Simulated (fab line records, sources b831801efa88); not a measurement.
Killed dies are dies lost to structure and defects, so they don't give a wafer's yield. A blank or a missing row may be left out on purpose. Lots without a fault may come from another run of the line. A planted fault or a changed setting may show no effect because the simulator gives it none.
A struck lot beside a sound one | flow sky130 | 15 steps out of a route of 708
Sound: wafers L923.1, L923.4, L923.6. Struck: wafers L936.2, L936.4, L936.6. The cause comes at the end.
At each step with rows: each side's tool, then ch and its chambers, then its first start. Under that, the readings that differ: sound wafers | struck wafers | difference of the means | sigmas: that difference in standard deviations of wafers without a fault.
alike: readings whose means differ by less than 2 such deviations, and words and numbers that are the same on both sides. not compared: withheld readings, readings that some wafer has no value for, bounds like >300 that may hide the same value, and numbers for which the record gives no deviation and whose values overlap.
The two part at a step that has a row with sigmas, a row that says differs or no value, or rows on one side only. Numbers that don't overlap but have no deviation are shown without sigmas and don't part them. A reading that every wafer of one side lacks parts them only if that side has two wafers or more.

first, 4 steps without rows for these wafers: SKY_RES_XHIGH_EXPOSE_04 (exposes mask URPM, target cd 1270 nm); SKY_RES_XHIGH_PEB_05; SKY_RES_XHIGH_DEVELOP_06 (develop time 60 s); SKY_RES_XHIGH_IMPLANT_07.
SKY_RES_XHIGH_STRIP_08: strips in O2/N2.
  sound on plasma_asher-04 ch 0,1, day 28 23:02; struck on plasma_asher-03 ch 0,1, day 33 11:28
  alike: chamber_pressure_mTorr, drypump_motor_current_A, oes_product_au, strip_time_to_endpoint_s
  not compared: rf_hours_counter_h
SKY_RES_XHIGH_TW_MEAS_09:
  sound on film_metro-04, day 28 23:08; struck on film_metro-02, day 33 11:35
  alike: RES_XHIGH_TW
then, 6 steps without rows for these wafers: SKY_SD_N_DEHYDRATE_00 (time 60 s); SKY_SD_N_HMDS_01 (prime time 60 s); SKY_SD_N_COAT_02 (resist thk 1140 nm); SKY_SD_N_SOFTBAKE_03 (time 60 s); SKY_SD_N_EXPOSE_04 (exposes mask NSDM, target cd 380 nm); SKY_SD_N_PEB_05.
SKY_SD_N_DEVELOP_06: develop time 60 s.
  sound on litho_track-03 ch 0, day 30 02:34; struck on litho_track-01 ch 0, day 34 14:20
  reading              | sound             | struck            | difference | sigmas
  developer_temp_C (C) | 23.00 23.04 22.97 | 22.20 22.06 22.14 | -0.87      | -9
  alike: resist_line_temp_C
SKY_SD_N_CD_MEAS_07: target cd 380 nm.
  sound on cd_sem-01, day 30 02:43; struck on cd_sem-01, day 34 14:29
  alike: cd_nm
SKY_PAD_OPEN_PROBE_99:
  the record has rows for the sound wafers here (prober-01, day 47 10:13) and none for the struck ones

WHERE THEY PART
First at SKY_SD_N_DEVELOP_06; last, within this record, at SKY_PAD_OPEN_PROBE_99.

WHY: what the simulator had put in
Process parameter drift: litho_track-01, from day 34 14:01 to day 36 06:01, at SKY_SD_N_DEVELOP_06. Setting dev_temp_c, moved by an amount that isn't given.
